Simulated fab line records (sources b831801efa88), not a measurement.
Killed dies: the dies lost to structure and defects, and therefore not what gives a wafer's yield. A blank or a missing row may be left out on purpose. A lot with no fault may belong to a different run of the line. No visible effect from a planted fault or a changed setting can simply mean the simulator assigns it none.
fab line records	flow sky130
record: lots: 6	wafers: 18	last_day: 50
route steps=708 shown VT_ADJUST_HVTR@139 VT_ADJUST_PCH@143 SONOS_TUNNEL@154 PAD_OPEN@708
lots that met no fault: from a run of the same line without faults
start_h: start of the lot's first displayed wafer, in hours after the record's first day	wait_h: hours since the lot's step before	" the same as in the row above	L1.1+2: several wafers, shown together as one row	- either no value or no given start	* or withheld: withheld	< > ~ a bound
route shown NAME@n: NAME is a module with steps in the file, n the number in the route of the first one	usual: mean/standard deviation taken from wafers without a fault	same: alike in all rows	chamber/n: place in a boat	sites: each site's reading	_std_site: the values' standard deviation	_edge_site: mean of outer sites minus mean of inner sites	radius_mm: for every site, how far away it sits from the centre of the wafer	mask NAME#n: copy n	behind: tool/chamber where the wafer was last shaped	hold: cause of the lot's hold/its duration in hours/its outcome	device: transistor that didn't switch, given as n, p or np	end of line: at the end of the route, the tests of the same wafers	step lacking rows: just its recipe	killed: not the wafer's yield, but the dies lost to structure and defects at the first sort	map: the dies of a wafer, with x for killed, . for not killed, _ for no die there
set.NAME: the run value of the setting; set.NAME@STEP: its run value at that earlier step	model.NAME: the simulator's own value behind a step, which no gauge read
certain route steps with their lots: each step a table, each wafer a row
services: when a tool's chamber went out of use (start_h, in hours from the record's first day, below 0 if earlier), for how many hours, and the reason
== steps ==
step: SKY_VT_ADJUST_HVTR_OVL_MEAS_08
usual: VT_ADJUST_HVTR_OVL: 0.3/1.9
lot.wafer	tool	chamber	start_h	wait_h	VT_ADJUST_HVTR_OVL[nm]
L389.1	overlay-01	-	262.47	0.1	-1.7
L389.3	"	-	"	"	0.3
L389.4	"	-	"	"	-0.1
L392.1	overlay-01	-	265.87	0.1	-0.7
L392.3	"	-	"	"	-0.1
L392.4	"	-	"	"	-1.5
L390.2	overlay-02	-	266.19	0.1	-1.1
L390.5	"	-	"	"	2.2
L390.6	"	-	"	"	0.1
L398.2	overlay-01	-	317.22	0.1	2.5
L398.3	"	-	"	"	3.5
L398.6	"	-	"	"	1.7
L405.1	overlay-01	-	373.32	0.1	1.3
L405.2	"	-	"	"	2.4
L405.6	"	-	"	"	-1.4
L406.2	overlay-02	-	378.50	0.1	-0.2
L406.4	"	-	"	"	0.7
L406.6	"	-	"	"	0.7
step: SKY_VT_ADJUST_HVTR_IMPLANT_09
recipe: species: B	energy_kev: 10	dose_cm2: 2.1e+12	tilt_deg: withheld
step: SKY_VT_ADJUST_HVTR_STRIP_10
recipe: chemistry: O2/N2	power_w: 1400	pressure_mtorr: 1500	platen_temp_c: withheld	o2_flow_sccm: 3000	n2_flow_sccm: 300	overash_fraction: 0.5
usual: drypump_motor_current_A: 5.5/0.34	oes_product_au: 0.715/0.0048	strip_time_to_endpoint_s: 14.18/0.035
lot.wafer	tool	chamber	start_h	wait_h	drypump_motor_current_A	oes_product_au	rf_hours_counter_h	strip_time_to_endpoint_s
L389.1	plasma_asher-01	0	262.66	0.1	5.5	0.718	45	14.20
L389.3	"	0	"	"	5.5	0.722	-	14.20
L389.4	"	1	"	"	5.9	0.716	-	14.18
L392.1	plasma_asher-02	1	266.06	0.1	5.0	0.708	61	14.16
L392.3	"	1	"	"	5.0	0.713	-	14.21
L392.4	"	0	"	"	6.0	0.721	-	14.20
L390.2	plasma_asher-03	1	266.37	0.1	5.5	0.712	15	14.21
L390.5	"	1	"	"	5.5	0.719	-	14.22
L390.6	"	0	"	"	5.4	0.717	-	14.26
L398.2	plasma_asher-02	0	317.40	0.1	6.0	0.710	66	14.22
L398.3	"	1	"	"	5.0	0.724	-	14.17
L398.6	"	0	"	"	6.0	0.715	-	14.18
L405.1	plasma_asher-01	1	373.50	0.1	5.9	0.711	57	14.12
L405.2	"	0	"	"	5.5	0.719	57	14.13
L405.6	"	0	"	"	5.5	0.718	-	14.07
L406.2	plasma_asher-01	1	378.68	0.1	5.9	0.717	58	14.20
L406.4	"	0	"	"	5.5	0.724	-	14.13
L406.6	"	1	"	"	5.9	0.717	-	14.13
step: SKY_VT_ADJUST_HVTR_TW_MEAS_11
usual: VT_ADJUST_HVTR_TW: 210.4/0.95
lot.wafer	tool	chamber	start_h	wait_h	VT_ADJUST_HVTR_TW
L389.1	film_metro-01	-	262.76	0.1	210.4
L389.3	"	-	"	"	210.3
L389.4	"	-	"	"	210.5
L392.1	film_metro-03	-	266.16	0.1	210.5
L392.3	"	-	"	"	210.8
L392.4	"	-	"	"	209.8
L390.2	film_metro-02	-	266.48	0.1	210.1
L390.5	"	-	"	"	211.3
L390.6	"	-	"	"	211.1
L398.2	film_metro-02	-	317.51	0.1	210.7
L398.3	"	-	"	"	211.9
L398.6	"	-	"	"	211.5
L405.1	film_metro-03	-	373.60	0.1	210.3
L405.2	"	-	"	"	211.8
L405.6	"	-	"	"	210.6
L406.2	film_metro-02	-	378.79	0.1	210.6
L406.4	"	-	"	"	211.6
L406.6	"	-	"	"	210.3
step: SKY_VT_ADJUST_PCH_DEHYDRATE_00
recipe: temp_c: 200	time_s: 60
step: SKY_VT_ADJUST_PCH_HMDS_01
recipe: prime_time_s: 60	prime_temp_c: 120
step: SKY_VT_ADJUST_PCH_COAT_02
recipe: spin_rpm: 2000	resist_thk_nm: 3000
step: SKY_VT_ADJUST_PCH_SOFTBAKE_03
recipe: temp_c: 110	time_s: withheld
step: SKY_VT_ADJUST_PCH_EXPOSE_04
recipe: mask_id: NWM	na: 0.6	source_shape: conventional	sigma_outer: 0.6	polarization: unpolarized	target_cd_nm: 840	dose_mj: 255
step: SKY_VT_ADJUST_PCH_PEB_05
recipe: temp_c: 115	time_s: withheld
step: SKY_VT_ADJUST_PCH_DEVELOP_06
recipe: wall_angle_deg: 90	developer: TMAH	develop_time_s: 60	dev_temp_c: 23
step: SKY_VT_ADJUST_PCH_OVL_MEAS_07
usual: VT_ADJUST_PCH_OVL: -0.2/1.4
lot.wafer	tool	chamber	start_h	wait_h	VT_ADJUST_PCH_OVL[nm]
L389.1	overlay-01	-	287.31	-	-0.4
L389.3	"	-	"	"	-0.9
L389.4	"	-	"	"	1.1
L392.1	overlay-02	-	291.76	-	-0.3
L392.3	"	-	"	"	0.0
L392.4	"	-	"	"	-0.8
L390.2	overlay-02	-	292.12	-	0.0
L390.5	"	-	"	"	-0.5
L390.6	"	-	"	"	0.0
L398.2	overlay-01	-	343.72	-	-0.4
L398.3	"	-	"	"	1.3
L398.6	"	-	"	"	-1.3
L405.1	overlay-01	-	402.71	-	0.6
L405.2	"	-	"	"	0.6
L405.6	"	-	"	"	0.8
L406.2	overlay-01	-	407.57	-	-0.5
L406.4	"	-	"	"	-1.1
L406.6	"	-	"	"	-1.1
step: SKY_VT_ADJUST_PCH_IMPLANT_08
recipe: species: B	energy_kev: 10	dose_cm2: 5e+11	tilt_deg: withheld
usual: dose_ions_cm2: 5e+11/5.8e+08	faraday_current_uA: 2.82/0.058
lot.wafer	tool	chamber	start_h	wait_h	dose_ions_cm2	faraday_current_uA
L389.1	implanter-03	0	287.35	0.0	3.255e+11	1.83
L389.3	"	0	"	"	3.253e+11	1.81
L389.4	"	0	"	"	3.242e+11	1.72
L392.1	implanter-03	0	291.80	0.0	3.266e+11	1.84
L392.3	"	0	"	"	3.26e+11	1.85
L392.4	"	0	"	"	3.26e+11	1.80
L390.2	implanter-01	0	292.17	0.0	5e+11	2.82
L390.5	"	0	"	"	4.998e+11	2.86
L390.6	"	0	"	"	4.996e+11	2.68
L398.2	implanter-01	0	343.77	0.0	4.986e+11	2.73
L398.3	"	0	"	"	4.996e+11	2.82
L398.6	"	0	"	"	4.999e+11	2.77
L405.1	implanter-03	0	402.75	0.0	4.998e+11	2.79
L405.2	"	0	"	"	4.993e+11	2.80
L405.6	"	0	"	"	4.998e+11	2.77
L406.2	implanter-01	0	407.62	0.0	5.008e+11	2.81
L406.4	"	0	"	"	5.009e+11	2.81
L406.6	"	0	"	"	5.006e+11	2.85
step: SKY_VT_ADJUST_PCH_STRIP_09
recipe: chemistry: O2/N2	power_w: 1400	pressure_mtorr: 1500	platen_temp_c: withheld	o2_flow_sccm: 3000	n2_flow_sccm: 300	overash_fraction: 0.5
usual: drypump_motor_current_A: 5.68/0.29	oes_product_au: 0.723/0.0049	strip_time_to_endpoint_s: 36.95/0.12
lot.wafer	tool	chamber	start_h	wait_h	drypump_motor_current_A	oes_product_au	rf_hours_counter_h	strip_time_to_endpoint_s
L389.1	plasma_asher-02	0	287.50	0.1	5.99	0.721	63	36.99
L389.3	"	1	"	"	5.02	0.727	-	36.97
L389.4	"	0	"	"	6.04	0.718	-	37.01
L392.1	plasma_asher-02	0	291.95	0.1	5.94	0.725	63	37.14
L392.3	"	1	"	"	4.98	0.735	-	37.06
L392.4	"	0	"	"	5.98	0.728	-	37.04
L390.2	plasma_asher-02	1	292.30	0.1	5.00	0.714	63	36.89
L390.5	"	1	"	"	4.99	0.727	-	36.88
L390.6	"	0	"	"	5.96	0.720	-	36.91
L398.2	plasma_asher-02	0	343.90	0.1	5.93	0.723	69	36.85
L398.3	"	1	"	"	5.01	0.718	-	36.99
L398.6	"	0	"	"	5.94	0.725	-	37.04
L405.1	plasma_asher-04	1	402.90	0.1	5.82	0.724	67	36.80
L405.2	"	0	"	"	5.87	0.725	67	36.83
L405.6	"	0	"	"	5.85	0.726	-	36.80
L406.2	plasma_asher-01	0	407.75	0.1	5.46	0.716	61	36.91
L406.4	"	0	"	"	5.47	0.728	-	36.91
L406.6	"	0	"	"	5.49	0.723	-	36.85
step: SKY_VT_ADJUST_PCH_TW_MEAS_10
usual: VT_ADJUST_PCH_TW: 142.8/0.88
lot.wafer	tool	chamber	start_h	wait_h	VT_ADJUST_PCH_TW
L389.1	film_metro-04	-	287.60	0.1	128.8
L389.3	"	-	"	"	127.6
L389.4	"	-	"	"	128.5
L392.1	film_metro-02	-	292.05	0.1	127.9
L392.3	"	-	"	"	128.2
L392.4	"	-	"	"	127.0
L390.2	film_metro-04	-	292.41	0.1	144.8
L390.5	"	-	"	"	144.1
L390.6	"	-	"	"	144.7
L398.2	film_metro-04	-	344.01	0.1	143.7
L398.3	"	-	"	"	143.4
L398.6	"	-	"	"	142.7
L405.1	film_metro-04	-	403.00	0.1	142.4
L405.2	"	-	"	"	142.8
L405.6	"	-	"	"	142.4
L406.2	film_metro-04	-	407.86	0.1	142.7
L406.4	"	-	"	"	142.2
L406.6	"	-	"	"	142.6
step: SKY_SONOS_TUNNEL_DEHYDRATE_00
recipe: temp_c: 200	time_s: 60
step: SKY_PAD_OPEN_PROBE_99
usual: killed_at_M0_to_M3: 44/7.2	killed_at_M4_up: 3.0/1.8	killed_at_contacts: 24/5.4	killed_at_front_end: 14/4.4	killed_at_other: 0.4/0.64	killed_dies: 86/9.4	killed_open: 47/7.7	killed_short: 39/5.8
same: gross_dies: 492	killed_at_back_side: 0
lot.wafer	tool	chamber	start_h	wait_h	killed_at_M0_to_M3	killed_at_M4_up	killed_at_contacts	killed_at_front_end	killed_at_other	killed_dies	killed_open	killed_short	model.etest.pfet_01v8_lvt.drive_ua_um	model.etest.pfet_g5v0d10v5.off_log10_a_um	model.etest.pfet_01v8_lvt.off_log10_a_um	model.etest.pfet_g5v0d10v5.vt_sat_v	model.etest.pfet_16v.vt_v	model.etest.pfet_g5v0d10v5.vt_v	model.etest.pfet_g5v0d10v5.vt_long_v	model.etest.pfet_01v8_lvt.vt_sat_v
L389.1	prober-01	-	1125.77	0.1	43	4	32	17	1	97	49	46	169.2	-13.24	-9.738	-0.7127	-1.158	-0.8994	-0.9817	-0.499
L389.3	prober-01	-	1125.87	0.2	48	4	20	25	1	98	54	43	169.7	-13.05	-9.414	-0.6738	-1.15	-0.867	-0.977	-0.4869
L389.4	prober-01	-	1125.92	0.2	37	1	23	23	2	86	45	39	166.3	-13.29	-9.693	-0.7294	-1.163	-0.9144	-0.9869	-0.4983
L390.2	prober-01	-	1129.16	0.1	49	4	20	10	1	84	47	37	170.4	-12.6	-8.815	-0.65	-1.097	-0.8454	-0.935	-0.4417
L390.5	prober-01	-	1129.31	0.2	46	0	15	17	0	78	43	35	172.3	-12.25	-8.92	-0.6157	-1.09	-0.8117	-0.9196	-0.4389
L390.6	prober-01	-	1129.36	0.2	45	0	21	7	0	73	42	31	173.1	-12.71	-8.673	-0.6483	-1.09	-0.8397	-0.9207	-0.439
L392.1	prober-02	-	1130.20	0.1	50	1	27	20	0	98	54	44	169.3	-13.33	-9.439	-0.7216	-1.171	-0.9032	-0.9916	-0.4895
L392.3	prober-02	-	1130.30	0.2	47	3	37	16	0	103	55	48	168.9	-13.12	-9.545	-0.6935	-1.17	-0.8767	-0.9965	-0.497
L392.4	prober-02	-	1130.35	0.2	41	0	29	18	1	89	43	46	168.8	-13.11	-9.65	-0.7035	-1.166	-0.8871	-0.993	-0.4912
L398.2	prober-02	-	1162.20	0.1	49	1	29	25	1	105	63	42	175.3	-12.68	-8.919	-0.6246	-1.089	-0.8268	-0.9255	-0.4446
L398.3	prober-02	-	1162.25	0.2	54	4	18	18	1	95	44	51	175.6	-12.38	-8.843	-0.6144	-1.093	-0.8218	-0.9279	-0.4425
L398.6	prober-02	-	1162.40	0.2	36	2	17	17	0	72	37	35	176	-12.42	-8.877	-0.615	-1.09	-0.817	-0.9256	-0.4376
L405.1	prober-02	-	1201.33	0.1	44	1	31	12	0	88	53	35	178.3	-12.52	-8.997	-0.6245	-1.085	-0.8173	-0.9166	-0.4462
L405.2	prober-02	-	1201.38	0.1	30	4	29	11	0	74	40	34	179.8	-12.39	-8.833	-0.621	-1.089	-0.8189	-0.9225	-0.4426
L405.6	prober-02	-	1201.58	0.2	39	4	16	15	0	74	37	37	177	-12.68	-8.87	-0.6436	-1.089	-0.8402	-0.9253	-0.4441
L406.2	prober-01	-	1203.22	0.1	47	1	17	16	1	82	41	41	175.7	-12.42	-8.921	-0.6138	-1.094	-0.8166	-0.9269	-0.4413
L406.4	prober-01	-	1203.32	0.2	45	3	27	7	0	82	35	47	179.3	-12.51	-8.943	-0.6356	-1.077	-0.8356	-0.9155	-0.4375
L406.6	prober-01	-	1203.42	0.2	48	4	22	8	0	82	57	25	176.6	-12.28	-8.756	-0.6143	-1.086	-0.8178	-0.9167	-0.4385
killed by level:class
L389.1 VIA1:geometric_particle:open=10 CONTACT:geometric_particle:open=10 VIA2:geometric_particle:open=7 CONTACT:geometric_particle:short=7 METAL2:geometric_particle:short=7 LI_CONTACT:geometric_particle:open=6 VIA1:geometric_particle:short=5 LI_CONTACT:geometric_particle:short=4
L389.3 VIA1:geometric_particle:open=12 VIA2:geometric_particle:open=9 POLY_GATE:geometric_particle:short=8 CONTACT:geometric_particle:open=8 METAL1:geometric_particle:short=7 LI_CONTACT:geometric_particle:open=6 POLY_GATE:geometric_particle:open=5 VIA3:geometric_particle:open=5
L389.4 FIELD_ISO:geometric_particle:open=8 CONTACT:geometric_particle:open=8 VIA1:geometric_particle:open=8 LOCAL_INTERCONNECT:geometric_particle:short=7 VIA1:geometric_particle:short=6 VIA2:geometric_particle:open=6 METAL2:geometric_particle:short=5 FIELD_ISO:geometric_particle:short=4
L390.2 VIA1:geometric_particle:open=16 METAL2:geometric_particle:short=8 VIA2:geometric_particle:short=7 CONTACT:geometric_particle:open=7 FIELD_ISO:geometric_particle:open=5 VIA3:geometric_particle:open=4 LI_CONTACT:geometric_particle:short=4 LI_CONTACT:geometric_particle:open=4
L390.5 VIA2:geometric_particle:open=10 VIA1:geometric_particle:open=9 POLY_GATE:geometric_particle:open=5 CONTACT:geometric_particle:open=5 METAL3:geometric_particle:short=5 VIA1:geometric_particle:short=5 FIELD_ISO:geometric_particle:short=4 LOCAL_INTERCONNECT:geometric_particle:short=4
L390.6 VIA1:geometric_particle:open=15 CONTACT:geometric_particle:open=8 METAL2:geometric_particle:short=7 LI_CONTACT:geometric_particle:open=6 METAL1:geometric_particle:short=6 FIELD_ISO:geometric_particle:open=4 VIA3:geometric_particle:open=4 VIA1:geometric_particle:short=4
L392.1 CONTACT:geometric_particle:open=13 VIA1:geometric_particle:open=9 FIELD_ISO:geometric_particle:short=8 VIA3:geometric_particle:open=8 FIELD_ISO:geometric_particle:open=7 METAL3:geometric_particle:short=7 VIA1:geometric_particle:short=7 LI_CONTACT:geometric_particle:open=6
L392.3 LI_CONTACT:geometric_particle:open=13 CONTACT:geometric_particle:open=10 VIA1:geometric_particle:open=10 CONTACT:geometric_particle:short=7 VIA3:geometric_particle:open=6 VIA1:geometric_particle:short=5 VIA2:geometric_particle:open=5 METAL2:geometric_particle:short=5
L392.4 CONTACT:geometric_particle:open=14 LOCAL_INTERCONNECT:geometric_particle:short=9 FIELD_ISO:geometric_particle:open=8 METAL1:geometric_particle:short=7 VIA1:geometric_particle:open=7 FIELD_ISO:geometric_particle:short=6 METAL3:geometric_particle:short=6 VIA3:geometric_particle:open=5
L398.2 CONTACT:geometric_particle:open=15 VIA1:geometric_particle:open=10 METAL1:geometric_particle:short=9 FIELD_ISO:geometric_particle:open=8 POLY_GATE:geometric_particle:open=8 CONTACT:geometric_particle:short=6 VIA2:geometric_particle:open=6 METAL2:geometric_particle:short=5
L398.3 METAL1:geometric_particle:short=11 VIA2:geometric_particle:open=9 POLY_GATE:geometric_particle:short=8 CONTACT:geometric_particle:open=8 METAL2:geometric_particle:short=8 VIA1:geometric_particle:open=7 VIA3:geometric_particle:open=7 FIELD_ISO:geometric_particle:short=4
L398.6 CONTACT:geometric_particle:open=8 VIA1:geometric_particle:open=8 FIELD_ISO:geometric_particle:short=7 VIA2:geometric_particle:open=6 CONTACT:geometric_particle:short=5 METAL1:geometric_particle:short=5 LI_CONTACT:geometric_particle:open=4 VIA2:geometric_particle:short=4
L405.1 VIA1:geometric_particle:open=13 CONTACT:geometric_particle:open=12 VIA3:geometric_particle:open=9 LI_CONTACT:geometric_particle:open=8 LOCAL_INTERCONNECT:geometric_particle:short=6 METAL1:geometric_particle:short=5 POLY_GATE:geometric_particle:open=4 CONTACT:geometric_particle:short=4
L405.2 CONTACT:geometric_particle:open=10 LI_CONTACT:geometric_particle:open=8 METAL2:geometric_particle:short=6 VIA2:geometric_particle:open=6 CONTACT:geometric_particle:short=5 LOCAL_INTERCONNECT:geometric_particle:short=4 FIELD_ISO:geometric_particle:open=3 POLY_GATE:geometric_particle:short=3
L405.6 VIA1:geometric_particle:open=10 CONTACT:geometric_particle:open=6 METAL2:geometric_particle:short=6 METAL1:geometric_particle:short=5 VIA2:geometric_particle:open=5 POLY_GATE:geometric_particle:short=4 LOCAL_INTERCONNECT:geometric_particle:short=4 FIELD_ISO:geometric_particle:open=3
L406.2 CONTACT:geometric_particle:open=8 VIA1:geometric_particle:open=7 VIA3:geometric_particle:open=7 METAL1:geometric_particle:short=6 VIA1:geometric_particle:short=6 FIELD_ISO:geometric_particle:short=5 FIELD_ISO:geometric_particle:open=5 VIA2:geometric_particle:short=5
L406.4 CONTACT:geometric_particle:open=10 METAL2:geometric_particle:short=9 VIA1:geometric_particle:open=8 LI_CONTACT:geometric_particle:short=6 CONTACT:geometric_particle:short=6 VIA1:geometric_particle:short=5 VIA2:geometric_particle:open=5 VIA3:geometric_particle:open=5
L406.6 CONTACT:geometric_particle:open=13 VIA1:geometric_particle:open=11 VIA2:geometric_particle:open=9 VIA3:geometric_particle:open=8 LI_CONTACT:geometric_particle:open=5 METAL1:geometric_particle:short=4 METAL3:geometric_particle:short=4 FIELD_ISO:geometric_particle:open=3
== services ==
tool	chamber	start_h	hours	kind
plasma_asher-04	-	250.16	3.6	repair
plasma_asher-02	-	270.92	1.1	repair
implanter-03	-	306.61	3.5	pm
plasma_asher-03	-	312.71	21.4	repair
implanter-03	-	346.06	2.9	repair
plasma_asher-02	-	364.22	39.5	pm
plasma_asher-04	-	373.71	1.7	repair
implanter-01	-	401.57	2.5	repair
implanter-03	-	407.28	0.8	repair
== key ==
first_sign: step: SKY_VT_ADJUST_PCH_IMPLANT_08	reading: dose_ions_cm2	direction: down	sigmas: 99+	usual: *	struck: *
effect: step: SKY_VT_ADJUST_PCH_IMPLANT_08	reading: faraday_current_uA	direction: down	sigmas: 17	usual: 2.82	struck: 1.81
effect: step: SKY_VT_ADJUST_PCH_TW_MEAS_10	reading: VT_ADJUST_PCH_TW	direction: down	sigmas: 17	usual: 142.8	struck: 128.0
model_effect: step: SKY_PAD_OPEN_PROBE_99	value: etest.pfet_01v8_lvt.drive_ua_um	without: 174.4	struck: 168.7
met_at SKY_VT_ADJUST_PCH_IMPLANT_08
struck_wafers L389.1,L389.3,L389.4,L392.1,L392.3,L392.4
tester_left_out L389,L392
fault: kind: process_parameter_drift	tool: implanter-03	chamber: -	onset_h: 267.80	steps: SKY_VT_ADJUST_PCH_IMPLANT_08	channel: dose_cm2	offset: *	shape: step	end_h: 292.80	acts_in: *	stated: *
tester_left_out: of these lots the tester's yield and bins aren't shown, on N5 and GAA mostly nor the transistor test; their killed dies are dies lost to structure and defects alone, not to doping, threshold or leakage, so they don't give the yield
